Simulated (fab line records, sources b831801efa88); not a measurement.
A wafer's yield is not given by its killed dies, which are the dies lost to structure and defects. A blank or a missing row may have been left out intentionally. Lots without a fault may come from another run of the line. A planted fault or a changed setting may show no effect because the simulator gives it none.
fab line records	flow sky130
[record] lots = 12	wafers = 36	last-day = 49
route steps=708 shown METAL1@452 METAL5@661 PASSIVATION@681 PAD_OPEN@708
lots untouched by any fault: they come from a run of this same line in which no faults occurred
start-h: hours from the record's opening day to when the first of the lot's shown wafers began	wait-h: hours from the lot's prior step to this one	" as in the row above	L1.1+2: one row covering several wafers at once	- no value, or no start was given	* or withheld: withheld	< > ~ a bound
route shown NAME@n: names a module that has steps shown in the file, with the first one's number in the route	usual: average and standard deviation across the fault-free wafers	same: alike in all rows	chamber/n: place in a boat	sites: the reading at each site	_std_site: the values' standard deviation	_edge_site: the outer-site mean with the inner-site mean subtracted	radius-mm: for every site, how far away it sits from the centre of the wafer	mask NAME#n: copy n	behind: the most recent tool/chamber to have shaped the wafer	hold: reason for holding the lot/hours on hold/outcome of the hold	device: whichever transistor did not switch (one of n, p or np)	end of line: the route-end tests of the same wafers	a step with no rows: only its recipe	killed: dies that structure and defects cost at the first sort, which is not the same as the wafer's yield	map: a wafer's dies, marking killed ones x, the rest . and places with no die _
set.NAME: the run value of the setting; set.NAME@STEP: its run value at that earlier step	model.NAME: the simulator's own value behind a step, which no gauge read
route steps across a sampled set of lots; one table per step, one row per wafer
services: from which hour (start-h, from the record's first day; less than 0 if before it) a tool's chamber was out of use, for how many hours, and why
[[steps]]
[step SKY_METAL1_ETCH_18]
[recipe] chemistry = N2/H2	target = BARC	ion-energy-ev = 200	bias-w = 100	pressure-mtorr = 30	n2-flow-sccm = 100	h2-flow-sccm = 200	icp-w = 500	stop-on = SiO2	time-s = 45.9	target-depth-a = 600
[usual] drypump-motor-current-A = 5.8/0.4	oes-product-au = 0.853/0.0048	throttle-valve-pct = 13.223/0.0085
[same] time-s = 45.9
lot.wafer	tool	chamber	start-h	wait-h	drypump-motor-current-A	oes-product-au	rf-hours-counter-h	throttle-valve-pct
L959.3	rie-metal-01	0	761.42	0.0	5.4	0.858	-	13.236
L959.5	"	0	"	"	5.4	0.851	-	13.226
L959.6	"	1	"	"	5.7	0.853	-	13.230
L961.1	rie-metal-01	1	787.20	0.0	5.7	0.855	9	13.236
L961.2	"	0	"	"	5.4	0.861	14	13.228
L961.6	"	1	"	"	5.7	0.855	-	13.236
L963.3	rie-metal-01	1	809.17	0.0	5.6	0.850	-	13.234
L963.5	"	0	"	"	5.4	0.856	-	13.223
L963.6	"	1	"	"	5.7	0.854	-	13.222
L965.1	rie-metal-01	1	820.15	0.0	5.7	0.845	10	13.235
L965.2	"	0	"	"	5.5	0.844	15	13.223
L965.5	"	1	"	"	5.6	0.856	-	13.221
L968.3	rie-metal-02	0	836.15	0.0	6.3	0.855	-	13.218
L968.4	"	1	"	"	5.5	0.848	-	13.231
L968.5	"	0	"	"	6.3	0.854	-	13.225
L970.2	rie-metal-01	0	852.98	0.0	5.4	0.849	16	13.236
L970.3	"	1	"	"	5.6	0.850	-	13.218
L970.6	"	0	"	"	5.4	0.850	-	13.208
L969.2	rie-metal-02	1	855.25	0.0	5.4	0.856	9	13.216
L969.3	"	0	"	"	6.3	0.852	-	13.236
L969.6	"	1	"	"	5.4	0.844	-	13.223
L971.1	rie-metal-02	0	856.85	0.0	6.3	0.853	10	13.210
L971.4	"	0	"	"	6.3	0.852	-	13.210
L971.6	"	0	"	"	6.3	0.855	-	13.217
L972.2	rie-metal-02	1	864.65	0.0	5.5	0.854	10	13.225
L972.4	"	0	"	"	6.3	0.849	-	13.219
L972.6	"	1	"	"	5.5	0.853	-	13.217
L974.2	rie-metal-02	1	882.20	0.0	5.4	0.848	10	13.228
L974.3	"	0	"	"	6.3	0.859	-	13.225
L974.5	"	0	"	"	6.3	0.862	-	13.239
L978.3	rie-metal-01	1	905.42	0.0	5.6	0.848	-	13.232
L978.4	"	0	"	"	5.5	0.859	-	13.220
L978.5	"	1	"	"	5.6	0.851	-	13.225
L979.3	rie-metal-01	1	908.57	0.0	5.6	0.852	-	13.218
L979.4	"	0	"	"	5.5	0.862	-	13.242
L979.5	"	1	"	"	5.6	0.856	-	13.219
[step SKY_METAL5_SPUTTER_00]
[recipe] material = Ti	target-thk-nm = 15	power-w = 3000	time-s = 10	chamber-pressure-pa = 0.4
[usual] cathode-dc-power-W = 3000.0/0.54	throttle-valve-pct = 30.5/0.96
[same] time-s = 10
lot.wafer	tool	chamber	start-h	wait-h	cathode-dc-power-W	throttle-valve-pct
L959.3	pvd-sputter-01	-	1004.16	0.2	3000.2	31.1
L959.5	"	-	"	"	3000.4	30.0
L959.6	"	-	"	"	2999.5	30.3
L961.1	pvd-sputter-04	-	1024.83	0.1	3000.2	31.6
L961.2	"	-	"	"	2999.7	31.2
L961.6	"	-	"	"	2999.6	31.7
L963.3	pvd-sputter-03	-	1044.07	0.1	2999.8	30.1
L963.5	"	-	"	"	3000.0	29.3
L963.6	"	-	"	"	3001.2	30.2
L965.1	pvd-sputter-03	-	1053.50	0.2	3000.9	30.2
L965.2	"	-	"	"	3000.4	29.0
L965.5	"	-	"	"	3000.3	29.3
L968.3	pvd-sputter-04	-	1065.82	0.2	2999.8	29.9
L968.4	"	-	"	"	3000.5	31.7
L968.5	"	-	"	"	2999.9	31.6
L970.2	pvd-sputter-03	-	1080.42	0.1	3000.8	29.4
L970.3	"	-	"	"	3000.4	29.9
L970.6	"	-	"	"	2999.8	30.3
L969.2	pvd-sputter-04	-	1082.56	0.2	2999.6	32.3
L969.3	"	-	"	"	3000.0	31.4
L969.6	"	-	"	"	3000.1	31.7
L971.1	pvd-sputter-03	-	1087.45	0.2	2999.4	30.3
L971.4	"	-	"	"	3000.8	30.1
L971.6	"	-	"	"	3000.0	29.6
L972.2	pvd-sputter-04	-	1088.65	0.2	3000.0	29.9
L972.4	"	-	"	"	2999.9	31.7
L972.6	"	-	"	"	2999.7	29.7
L974.2	pvd-sputter-04	-	1103.09	0.1	3000.8	32.4
L974.3	"	-	"	"	2999.5	31.9
L974.5	"	-	"	"	2999.2	31.4
L978.3	pvd-sputter-04	-	1122.39	0.2	2999.6	31.9
L978.4	"	-	"	"	3000.0	30.0
L978.5	"	-	"	"	3000.0	31.5
L979.3	pvd-sputter-01	-	1125.59	0.2	3000.7	30.3
L979.4	"	-	"	"	2999.5	31.2
L979.5	"	-	"	"	3000.7	30.2
[step SKY_METAL5_THK_MEAS_06]
[recipe] thk-meas-gauge = xrf	reads = AlCu_of_METAL5_SPUTTER_02
[usual] METAL5_ALCU_THK = 1150/18
lot.wafer	tool	chamber	start-h	wait-h	METAL5_ALCU_THK[nm]
L959.3	film-metro-02	-	1004.46	0.1	1171
L959.5	"	-	"	"	1155
L959.6	"	-	"	"	1161
L961.1	film-metro-02	-	1025.11	0.1	1145
L961.2	"	-	"	"	1137
L961.6	"	-	"	"	1145
L963.3	film-metro-03	-	1044.38	0.1	1122
L963.5	"	-	"	"	1136
L963.6	"	-	"	"	1126
L965.1	film-metro-01	-	1053.79	0.1	1162
L965.2	"	-	"	"	1167
L965.5	"	-	"	"	1178
L968.3	film-metro-03	-	1066.13	0.1	1103
L968.4	"	-	"	"	1113
L968.5	"	-	"	"	1121
L970.2	film-metro-01	-	1080.72	0.1	1174
L970.3	"	-	"	"	1167
L970.6	"	-	"	"	1168
L969.2	film-metro-03	-	1082.86	0.1	1144
L969.3	"	-	"	"	1136
L969.6	"	-	"	"	1137
L971.1	film-metro-03	-	1087.74	0.1	1159
L971.4	"	-	"	"	1160
L971.6	"	-	"	"	1155
L972.2	film-metro-01	-	1088.95	0.1	1130
L972.4	"	-	"	"	1174
L972.6	"	-	"	"	1139
L974.2	film-metro-01	-	1103.38	0.1	1151
L974.3	"	-	"	"	1150
L974.5	"	-	"	"	1154
L978.3	film-metro-03	-	1122.72	0.1	1132
L978.4	"	-	"	"	1121
L978.5	"	-	"	"	1139
L979.3	film-metro-01	-	1125.90	0.1	1173
L979.4	"	-	"	"	1185
L979.5	"	-	"	"	1184
[step SKY_PASSIVATION_CVD_00]
[recipe] material = SiO2	target-thk-nm = 90	temp-c = 400	time-s = withheld	rf-w = 600
[usual] heater-power-w = 649/94
lot.wafer	tool	chamber	start-h	wait-h	heater-power-w
L959.3	pecvd-04	1	1028.32	0.0	490
L959.5	"	0	"	"	829
L959.6	"	2	"	"	663
L961.1	pecvd-04	2	1047.58	0.0	592
L961.2	"	0	"	"	823
L961.6	"	0	"	"	819
L963.3	pecvd-01	2	1066.38	0.0	709
L963.5	"	2	"	"	710
L963.6	"	1	"	"	627
L965.1	pecvd-04	0	1073.83	0.0	762
L965.2	"	2	"	"	631
L965.5	"	0	"	"	790
L968.3	pecvd-01	2	1087.05	0.0	681
L968.4	"	1	"	"	640
L968.5	"	0	"	"	445
L970.2	pecvd-01	0	1102.17	0.0	487
L970.3	"	1	"	"	637
L970.6	"	1	"	"	639
L969.2	pecvd-02	0	1103.97	0.0	644
L969.3	"	1	"	"	629
L969.6	"	1	"	"	636
L971.1	pecvd-01	1	1109.01	0.0	648
L971.4	"	2	"	"	698
L971.6	"	1	"	"	655
L972.2	pecvd-02	0	1110.03	0.0	748
L972.4	"	0	"	"	729
L972.6	"	0	"	"	740
L974.2	pecvd-01	0	1123.92	0.0	514
L974.3	"	2	"	"	748
L974.5	"	0	"	"	518
L978.3	pecvd-01	2	1141.97	0.0	725
L978.4	"	1	"	"	575
L978.5	"	0	"	"	492
L979.3	pecvd-01	0	1145.23	0.0	557
L979.4	"	0	"	"	542
L979.5	"	2	"	"	606
[step SKY_PAD_OPEN_PROBE_99]
[usual] defect-limited-yield = 82.4/1.9	killed_at_M0_to_M3 = 44/7.1	killed_at_M4_up = 3.5/2	killed-at-contacts = 24/5.3	killed-at-front-end = 15/4.8	killed-at-other = 0.1/0.35	killed-dies = 86/9.3	killed-open = 47/7.8	killed-short = 39/5.9	sort_bin_3_pad_short = 0.8/0.42	sort_bin_5_function = 10.3/1.4	sort_bin_6_memory = 6.4/1.1	sort-n-pass = 406/9.3	sort-yield-pct = 82.4/1.9
[same] gross-dies = 492	killed-at-back-side = 0	sort_bin_4_leakage[%] = 0	sort_bin_8_speed[%] = 0
lot.wafer	tool	chamber	start-h	wait-h	hold	defect-limited-yield[%]	killed_at_M0_to_M3	killed_at_M4_up	killed-at-contacts	killed-at-front-end	killed-at-other	killed-dies	killed-open	killed-short	sort_bin_3_pad_short[%]	sort_bin_5_function[%]	sort_bin_6_memory[%]	sort-n-pass	sort-yield-pct[%]
L959.3	prober-01	-	1073.73	0.2	-	83.3	36	3	23	20	0	82	48	34	0.8	11.2	4.7	410	83.3
L959.5	prober-01	-	1073.83	0.2	-	82.1	35	4	21	27	1	88	51	37	0.8	10.6	6.5	404	82.1
L959.6	prober-01	-	1073.88	0.2	-	79.1	44	6	36	17	0	103	63	40	1.6	11.6	7.7	389	79.1
L961.1	prober-01	-	1092.44	0.1	-	83.9	40	3	28	8	0	79	46	33	1.6	8.5	5.9	413	83.9
L961.2	prober-01	-	1092.49	0.1	-	83.1	41	2	27	13	0	83	46	37	1.2	11.0	4.7	409	83.1
L961.6	prober-01	-	1092.69	0.2	-	83.9	43	5	23	8	0	79	51	28	1.6	8.9	5.5	413	83.9
L963.3	prober-02	-	1110.85	0.2	-	83.1	44	2	24	13	0	83	54	29	0.8	10.4	5.7	409	83.1
L963.5	prober-02	-	1110.95	0.2	-	81.1	49	2	21	21	0	93	45	48	1.0	12.0	5.9	399	81.1
L963.6	prober-02	-	1111.00	0.2	-	84.1	45	2	20	11	0	78	38	40	1.0	10.4	4.5	414	84.1
L965.1	prober-01	-	1117.58	0.1	-	83.1	41	8	21	13	0	83	44	39	0.4	9.6	6.9	409	83.1
L965.2	prober-01	-	1117.63	0.1	-	80.5	50	4	23	19	0	96	46	50	0.8	11.0	7.7	396	80.5
L965.5	prober-01	-	1117.78	0.2	-	83.5	32	6	24	19	0	81	44	37	0.8	8.5	7.1	411	83.5
L968.3	prober-01	-	1130.46	0.2	-	86.0	33	3	16	17	0	69	37	32	0.8	8.7	4.5	423	86.0
L968.4	prober-01	-	1130.51	0.2	-	83.7	38	7	20	15	0	80	43	37	0.6	10.4	5.3	412	83.7
L968.5	prober-01	-	1130.56	0.2	-	82.7	40	8	21	16	0	85	51	34	1.0	9.6	6.7	407	82.7
L970.2	prober-02	-	1143.40	0.1	-	83.5	47	4	17	13	0	81	30	51	0.4	10.6	5.5	411	83.5
L970.3	prober-02	-	1143.45	0.2	-	81.1	52	2	28	11	0	93	52	41	0.6	12.6	5.7	399	81.1
L970.6	prober-02	-	1143.60	0.2	-	83.5	40	4	25	12	0	81	48	33	0.4	8.3	7.7	411	83.5
L969.2	prober-01	-	1144.99	0.1	-	80.3	58	4	21	13	1	97	55	42	0.6	11.0	8.1	395	80.3
L969.3	prober-01	-	1145.04	0.2	-	81.3	51	3	21	17	0	92	54	38	1.0	11.2	6.5	400	81.3
L969.6	prober-01	-	1145.19	0.2	-	81.3	41	5	22	24	0	92	43	49	1.0	11.6	6.1	400	81.3
L971.1	prober-02	-	1150.09	0.1	-	82.3	51	4	17	15	0	87	40	47	0.2	11.8	5.7	405	82.3
L971.4	prober-02	-	1150.24	0.2	-	81.9	40	6	33	10	0	89	52	37	0.8	10.8	6.5	403	81.9
L971.6	prober-02	-	1150.34	0.2	-	80.5	48	3	32	13	0	96	56	40	0.8	11.2	7.5	396	80.5
L972.2	prober-01	-	1151.38	0.1	-	81.5	60	6	13	12	0	91	46	45	0.6	11.4	6.5	401	81.5
L972.4	prober-01	-	1151.48	0.2	-	83.1	43	5	19	16	0	83	44	39	1.2	10.4	5.3	409	83.1
L972.6	prober-01	-	1151.58	0.2	-	79.7	57	4	24	15	0	100	46	54	1.2	11.4	7.7	392	79.7
L974.2	prober-01	-	1162.59	0.1	-	80.3	49	2	17	29	0	97	47	50	0.8	10.4	8.5	395	80.3
L974.3	prober-01	-	1162.64	0.2	-	79.1	54	1	25	23	0	103	58	45	0.6	13.6	6.7	389	79.1
L974.5	prober-01	-	1162.74	0.2	-	81.5	39	7	22	23	0	91	53	38	1.6	10.8	6.1	401	81.5
L978.3	prober-01	-	1179.86	0.2	await-dispo/3.7h/release	71.5	95	4	25	15	1	140	52	34	2.4	18.1	7.9	352	71.5
L978.4	prober-01	-	1179.91	0.2	await-dispo/3.7h/release	74.8	90	7	20	7	0	124	28	44	4.3	15.9	5.1	368	74.8
L978.5	prober-01	-	1179.96	0.2	await-dispo/3.7h/release	72.2	92	1	31	13	0	137	36	46	4.3	16.9	6.7	355	72.2
L979.3	prober-02	-	1182.77	0.2	await-dispo/2.3h/release	73.2	92	1	24	15	0	132	40	37	2.8	17.3	6.7	360	73.2
L979.4	prober-02	-	1182.82	0.2	await-dispo/2.3h/release	73.2	94	4	26	8	0	132	37	43	3.3	16.7	6.9	360	73.2
L979.5	prober-02	-	1182.87	0.2	await-dispo/2.3h/release	71.7	97	5	16	21	0	139	44	33	3.5	18.7	6.1	353	71.7
// killed by level:class
L959.3 CONTACT:geometric-particle:open=12 VIA2:geometric-particle:open=7 FIELD_ISO:geometric-particle:short=6 VIA3:geometric-particle:open=6 METAL1:geometric-particle:short=5 LI_CONTACT:geometric-particle:open=4 VIA1:geometric-particle:short=4 VIA1:geometric-particle:open=4
L959.5 CONTACT:geometric-particle:open=9 FIELD_ISO:geometric-particle:short=7 VIA3:geometric-particle:open=7 POLY_GATE:geometric-particle:open=5 VIA1:geometric-particle:open=5 FIELD_ISO:geometric-particle:open=4 LI_CONTACT:geometric-particle:open=4 VIA2:geometric-particle:open=4
L959.6 CONTACT:geometric-particle:open=16 VIA3:geometric-particle:open=10 LI_CONTACT:geometric-particle:open=9 VIA2:geometric-particle:open=8 VIA1:geometric-particle:open=8 FIELD_ISO:geometric-particle:short=7 CONTACT:geometric-particle:short=5 LOCAL_INTERCONNECT:geometric-particle:short=4
L961.1 LI_CONTACT:geometric-particle:open=11 METAL1:geometric-particle:short=11 VIA3:geometric-particle:open=10 LOCAL_INTERCONNECT:geometric-particle:short=6 CONTACT:geometric-particle:open=6 VIA1:geometric-particle:open=6 VIA2:geometric-particle:open=5 POLY_GATE:geometric-particle:open=4
L961.2 CONTACT:geometric-particle:open=12 METAL1:geometric-particle:short=8 VIA1:geometric-particle:short=6 VIA1:geometric-particle:open=6 VIA3:geometric-particle:open=5 POLY_GATE:geometric-particle:open=4 LI_CONTACT:geometric-particle:open=4 VIA3:geometric-particle:short=4
L961.6 VIA1:geometric-particle:open=12 LI_CONTACT:geometric-particle:open=9 VIA2:geometric-particle:open=9 CONTACT:geometric-particle:open=6 VIA3:geometric-particle:open=6 METAL1:geometric-particle:short=5 POLY_GATE:geometric-particle:open=5 VIA1:geometric-particle:short=5
L963.3 VIA1:geometric-particle:open=15 CONTACT:geometric-particle:open=10 LI_CONTACT:geometric-particle:open=8 VIA2:geometric-particle:open=7 METAL2:geometric-particle:short=6 POLY_GATE:geometric-particle:open=5 METAL1:geometric-particle:short=5 VIA1:geometric-particle:short=4
L963.5 VIA1:geometric-particle:short=10 VIA1:geometric-particle:open=10 VIA3:geometric-particle:open=8 CONTACT:geometric-particle:open=6 LI_CONTACT:geometric-particle:open=6 FIELD_ISO:geometric-particle:open=5 POLY_GATE:geometric-particle:short=5 FIELD_ISO:geometric-particle:short=4
L963.6 METAL1:geometric-particle:short=10 CONTACT:geometric-particle:open=8 VIA2:geometric-particle:open=8 VIA1:geometric-particle:open=5 CONTACT:geometric-particle:short=4 LI_CONTACT:geometric-particle:open=4 VIA2:geometric-particle:short=4 METAL2:geometric-particle:short=4
L965.1 LI_CONTACT:geometric-particle:open=9 VIA1:geometric-particle:open=7 CONTACT:geometric-particle:open=6 VIA2:geometric-particle:open=6 METAL2:geometric-particle:short=5 METAL4:geometric-particle:short=5 FIELD_ISO:geometric-particle:short=4 LOCAL_INTERCONNECT:geometric-particle:short=4
L965.2 VIA1:geometric-particle:open=10 FIELD_ISO:geometric-particle:open=7 VIA2:geometric-particle:open=7 VIA3:geometric-particle:open=7 FIELD_ISO:geometric-particle:short=6 LI_CONTACT:geometric-particle:open=6 LI_CONTACT:geometric-particle:short=5 CONTACT:geometric-particle:open=5
L965.5 LI_CONTACT:geometric-particle:open=10 VIA1:geometric-particle:open=8 CONTACT:geometric-particle:open=6 FIELD_ISO:geometric-particle:open=5 METAL4:geometric-particle:short=5 VIA3:geometric-particle:open=4 POLY_GATE:geometric-particle:short=4 LOCAL_INTERCONNECT:geometric-particle:short=4
L968.3 VIA1:geometric-particle:open=9 CONTACT:geometric-particle:open=6 FIELD_ISO:geometric-particle:short=5 FIELD_ISO:geometric-particle:open=4 POLY_GATE:geometric-particle:open=4 METAL1:geometric-particle:short=4 VIA1:geometric-particle:short=4 VIA2:geometric-particle:open=4
L968.4 VIA1:geometric-particle:open=9 CONTACT:geometric-particle:open=8 VIA1:geometric-particle:short=7 FIELD_ISO:geometric-particle:open=6 LI_CONTACT:geometric-particle:open=6 METAL2:geometric-particle:short=5 VIA2:geometric-particle:open=5 METAL4:geometric-particle:short=5
L968.5 VIA1:geometric-particle:open=13 CONTACT:geometric-particle:open=8 VIA1:geometric-particle:short=8 LI_CONTACT:geometric-particle:open=5 METAL4:geometric-particle:short=5 FIELD_ISO:geometric-particle:short=4 POLY_GATE:geometric-particle:open=4 METAL2:geometric-particle:open=4
L970.2 VIA1:geometric-particle:short=9 METAL1:geometric-particle:short=9 VIA3:geometric-particle:open=9 CONTACT:geometric-particle:open=7 FIELD_ISO:geometric-particle:short=6 VIA2:geometric-particle:short=6 CONTACT:geometric-particle:short=5 VIA2:geometric-particle:open=5
L970.3 VIA1:geometric-particle:open=13 LI_CONTACT:geometric-particle:open=12 METAL1:geometric-particle:short=9 VIA2:geometric-particle:open=6 LOCAL_INTERCONNECT:geometric-particle:short=6 VIA3:geometric-particle:open=6 POLY_GATE:geometric-particle:open=5 FIELD_ISO:geometric-particle:short=4
L970.6 VIA3:geometric-particle:open=12 CONTACT:geometric-particle:open=11 LI_CONTACT:geometric-particle:open=6 VIA1:geometric-particle:open=6 METAL2:geometric-particle:short=6 VIA2:geometric-particle:open=5 VIA2:geometric-particle:short=5 POLY_GATE:geometric-particle:short=4
L969.2 VIA1:geometric-particle:open=17 CONTACT:geometric-particle:open=10 METAL2:geometric-particle:short=10 VIA1:geometric-particle:short=9 VIA2:geometric-particle:open=6 FIELD_ISO:geometric-particle:open=5 LI_CONTACT:geometric-particle:open=5 METAL1:geometric-particle:short=4
L969.3 VIA1:geometric-particle:open=15 CONTACT:geometric-particle:open=8 VIA2:geometric-particle:short=7 VIA2:geometric-particle:open=6 POLY_GATE:geometric-particle:open=5 VIA1:geometric-particle:short=5 VIA3:geometric-particle:open=5 LI_CONTACT:geometric-particle:open=4
L969.6 CONTACT:geometric-particle:open=12 METAL2:geometric-particle:short=9 VIA1:geometric-particle:open=7 FIELD_ISO:geometric-particle:open=6 VIA2:geometric-particle:open=6 FIELD_ISO:geometric-particle:short=5 LOCAL_INTERCONNECT:geometric-particle:short=5 METAL1:geometric-particle:short=5
L971.1 VIA1:geometric-particle:open=11 CONTACT:geometric-particle:open=9 VIA1:geometric-particle:short=8 VIA2:geometric-particle:open=7 POLY_GATE:geometric-particle:short=6 METAL2:geometric-particle:short=6 FIELD_ISO:geometric-particle:short=5 VIA3:geometric-particle:open=4
L971.4 LI_CONTACT:geometric-particle:open=15 CONTACT:geometric-particle:open=8 VIA1:geometric-particle:open=8 VIA3:geometric-particle:short=6 VIA2:geometric-particle:open=6 METAL1:geometric-particle:short=5 LOCAL_INTERCONNECT:geometric-particle:short=4 METAL4:geometric-particle:short=4
L971.6 VIA1:geometric-particle:open=11 CONTACT:geometric-particle:open=10 VIA3:geometric-particle:open=9 CONTACT:geometric-particle:short=7 LI_CONTACT:geometric-particle:open=6 VIA2:geometric-particle:open=6 METAL1:geometric-particle:short=5 VIA3:geometric-particle:short=5
L972.2 VIA1:geometric-particle:open=19 VIA3:geometric-particle:open=9 METAL1:geometric-particle:short=7 METAL4:geometric-particle:short=6 VIA1:geometric-particle:short=6 CONTACT:geometric-particle:short=5 METAL2:geometric-particle:short=5 VIA2:geometric-particle:open=5
L972.4 METAL1:geometric-particle:short=11 VIA1:geometric-particle:open=9 CONTACT:geometric-particle:open=8 VIA2:geometric-particle:open=7 FIELD_ISO:geometric-particle:open=6 POLY_GATE:geometric-particle:short=5 CONTACT:geometric-particle:short=5 VIA1:geometric-particle:short=5
L972.6 VIA1:geometric-particle:open=12 CONTACT:geometric-particle:open=9 VIA3:geometric-particle:open=8 METAL3:geometric-particle:short=7 LOCAL_INTERCONNECT:geometric-particle:short=6 METAL1:geometric-particle:short=6 POLY_GATE:geometric-particle:short=5 VIA3:geometric-particle:short=5
L974.2 VIA1:geometric-particle:open=9 POLY_GATE:geometric-particle:short=8 METAL1:geometric-particle:short=8 CONTACT:geometric-particle:open=6 FIELD_ISO:geometric-particle:short=5 FIELD_ISO:geometric-particle:open=5 LI_CONTACT:geometric-particle:open=5 CONTACT:geometric-particle:short=5
L974.3 VIA1:geometric-particle:open=13 METAL2:geometric-particle:short=12 CONTACT:geometric-particle:open=11 LI_CONTACT:geometric-particle:open=7 POLY_GATE:geometric-particle:open=6 VIA3:geometric-particle:open=6 FIELD_ISO:geometric-particle:short=5 CONTACT:geometric-particle:short=5
L974.5 VIA1:geometric-particle:open=14 LI_CONTACT:geometric-particle:open=8 VIA3:geometric-particle:open=7 FIELD_ISO:geometric-particle:short=6 POLY_GATE:geometric-particle:open=5 LOCAL_INTERCONNECT:geometric-particle:short=5 CONTACT:geometric-particle:open=5 METAL1:geometric-particle:short=5
L978.3 METAL1:unspecified=54 VIA1:geometric-particle:open=13 LI_CONTACT:geometric-particle:open=10 VIA2:geometric-particle:open=9 LOCAL_INTERCONNECT:geometric-particle:short=6 FIELD_ISO:geometric-particle:open=4 CONTACT:geometric-particle:open=4 METAL1:geometric-particle:short=4
L978.4 METAL1:unspecified=52 VIA1:geometric-particle:short=7 LI_CONTACT:geometric-particle:open=6 VIA3:geometric-particle:open=6 METAL4:geometric-particle:short=6 VIA3:geometric-particle:short=5 METAL1:geometric-particle:short=5 VIA1:geometric-particle:open=5
L978.5 METAL1:unspecified=55 LI_CONTACT:geometric-particle:open=10 METAL2:geometric-particle:short=9 CONTACT:geometric-particle:open=7 CONTACT:geometric-particle:short=6 METAL1:geometric-particle:short=6 VIA1:geometric-particle:open=5 LOCAL_INTERCONNECT:geometric-particle:short=5
L979.3 METAL1:unspecified=55 VIA1:geometric-particle:open=10 CONTACT:geometric-particle:open=6 CONTACT:geometric-particle:short=6 VIA2:geometric-particle:open=6 LI_CONTACT:geometric-particle:short=5 LI_CONTACT:geometric-particle:open=4 VIA3:geometric-particle:open=4
L979.4 METAL1:unspecified=52 CONTACT:geometric-particle:short=9 VIA2:geometric-particle:open=9 VIA1:geometric-particle:open=8 CONTACT:geometric-particle:open=7 METAL2:geometric-particle:short=6 VIA2:geometric-particle:short=5 LOCAL_INTERCONNECT:geometric-particle:short=5
L979.5 METAL1:unspecified=62 VIA1:geometric-particle:open=9 FIELD_ISO:geometric-particle:short=7 VIA2:geometric-particle:open=7 FIELD_ISO:geometric-particle:open=6 LI_CONTACT:geometric-particle:open=6 VIA1:geometric-particle:short=6 METAL4:geometric-particle:short=4
[[services]]
tool	chamber	start-h	hours	kind
pvd-sputter-03	-	740.35	2.5	repair
rie-metal-01	1	743.48	3.1	repair
pvd-sputter-03	-	752.64	2.5	repair
pecvd-02	-	782.04	28.1	pm
pvd-sputter-01	-	799.47	5.5	repair
pecvd-01	0	800.58	12.7	repair
pecvd-04	-	818.11	21.8	repair
pvd-sputter-04	-	851.69	3.7	repair
pecvd-04	-	854.51	4.9	repair
pecvd-04	-	867.84	1.4	repair
pecvd-04	-	872.35	2.8	pm
rie-metal-01	-	878.99	2.8	pm
pvd-sputter-04	-	891.01	0.6	repair
pvd-sputter-04	-	922.71	3.3	repair
rie-metal-01	-	961.59	0.3	repair
pecvd-04	-	968.15	6.0	pm
pvd-sputter-03	-	989.84	2.7	repair
pecvd-01	-	1016.34	4.3	pm
rie-metal-02	-	1030.54	4.2	repair
rie-metal-02	1	1034.24	5.7	repair
pvd-sputter-04	-	1037.28	1.0	repair
rie-metal-02	-	1065.79	1.4	pm
pecvd-01	0	1103.12	2.7	repair
pvd-sputter-03	-	1139.63	0.7	repair
[[key]]
[first-sign] step = SKY_PAD_OPEN_PROBE_99	reading = killed_at_M0_to_M3	direction = up	sigmas = 7	usual = 44	struck = 93
[effect] step = SKY_PAD_OPEN_PROBE_99	reading = sort_bin_3_pad_short	direction = up	sigmas = 6.2	usual = 0.8	struck = 3.4
met-at SKY_METAL1_ETCH_18
struck-lots L978,L979
not-acting-at SKY_METAL5_SPUTTER_00,SKY_METAL5_THK_MEAS_06,SKY_PASSIVATION_CVD_00
onset-between 852.98 905.42
also-fits time
[fault] kind = chamber-particle-source	tool = rie-metal-01	chamber = -	onset-h = 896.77	steps = SKY_METAL1_ETCH_18	rate-per-visit-cm2 = 1.0038	end-h = 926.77
